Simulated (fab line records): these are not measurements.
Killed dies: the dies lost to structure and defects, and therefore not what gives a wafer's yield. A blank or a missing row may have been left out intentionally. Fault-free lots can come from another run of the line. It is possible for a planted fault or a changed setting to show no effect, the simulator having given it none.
Problem report in the 8D (eight disciplines) form, filled by code || flow gf180mcu || the parts of the form that need people (team, actions taken, sign-off) are left out

## 1. THE ISSUE
PSD_TW at GF_PSD_TW_MEAS_11 reads a mean of 3043 on 6 wafers of 2 lots; wafers without a fault read 3149 with a standard deviation of 16. Measured from the usual mean, that is -6.6 standard deviations.
First seen on wafer L213.4, day 18 05:08, on filmMetro-01. Wafers with a number at this step in the record: 33, from 11 lots. Rule for "out" (also "out of limits"): further than 4 standard deviations from the usual mean. Any other wafer with a number is counted as sound.

## 2. WHAT IT IS AND WHAT IT IS NOT
{"question": "which readings at this step", "is": "PSD_TW", "is not": "-"}
{"question": "which lots", "is": "L213, L215", "is not": "L204, L205, L209, L210, L222, L223, L224, L225, L226"}
{"question": "which wafers of those lots", "is": "all that have a number", "is not": "-"}
{"question": "read on which gauges", "is": "filmMetro-01", "is not": "filmMetro-02, filmMetro-03"}
{"question": "when", "is": "from day 18 05:08", "is not": "up to then (12 sound wafers); but 15 sound wafers of L222, L223, L224, L225, L226 came after"}

## 3. THE SUSPECTS, EACH WITH WHAT RULES IT OUT
Counting: a tool at a process step up to the reading stays a suspect if it ran every lot that is out and no sound lot after the first of them.
- the gauge at GF_PSD_TW_MEAS_11 is ruled out. All the wafers that are out were read on filmMetro-01, but those of them that GF_PSD_IMPLANT_09 has rows for are out there too, on other tools.
- implanter-04 at GF_PSD_IMPLANT_09: ruled out as a lasting fault. The sound lots L222, L224, L225 went through it after L213, its earliest lot that is out (day 18 04:55).
Left after counting: nothing in the record.

## 4. THE CAUSE (what the simulator had put in)
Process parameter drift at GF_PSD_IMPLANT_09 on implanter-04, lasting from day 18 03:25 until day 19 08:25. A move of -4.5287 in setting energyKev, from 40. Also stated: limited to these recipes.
Counting ruled it out, wrongly: the rule takes a fault to strike every lot that its tool runs from its start on, and this one did not.

## 5. THE EFFECT CHAIN, in route order
One row per reading whose mean, taken over the struck wafers that have a number, lies over 3 standard deviations from the usual. Only readings for which the record gives a usual standard deviation are gone through. hours: the time from each lot's start at the first step in this table that gives one to its start at this step, as a median over the lots. sigmas: the change in usual standard deviations.
{"hours": 0, "step": "GF_PSD_IMPLANT_09", "reading": "beamEnergyKeV", "usual": 40.002, "on struck wafers": 35.484, "change": -4.518, "sigmas": "-99 or more"}
{"hours": 0, "step": "GF_PSD_STRIP_10", "reading": "stripTimeToEndpointS", "usual": "16.52 s", "on struck wafers": 16.07, "change": -0.45, "sigmas": -12}
{"hours": 0, "step": "GF_PSD_TW_MEAS_11", "reading": "PSD_TW", "usual": 3149, "on struck wafers": 3043, "change": -106, "sigmas": -6.6}
{"hours": 6, "step": "GF_PSD_RS_MEAS_15", "reading": "PSD_RS", "usual": "108.50 ohm/sq", "on struck wafers": 114.64, "change": "+6.14", "sigmas": "+22"}
The process steps in it:
- GF_PSD_IMPLANT_09
- GF_PSD_STRIP_10: strips in O2/N2.

## 6. HOW IT WOULD HAVE BEEN CAUGHT EARLIER
The first out-of-limits reading at a measuring or inspecting step in this record came at day 18 05:08, 2 hours after the fault's start at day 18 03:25.
At GF_PSD_IMPLANT_09, the tool's own readings (beamEnergyKeV) were out on each struck wafer the step has a row for, so an alarm limit on them would have fired on the first such wafer.
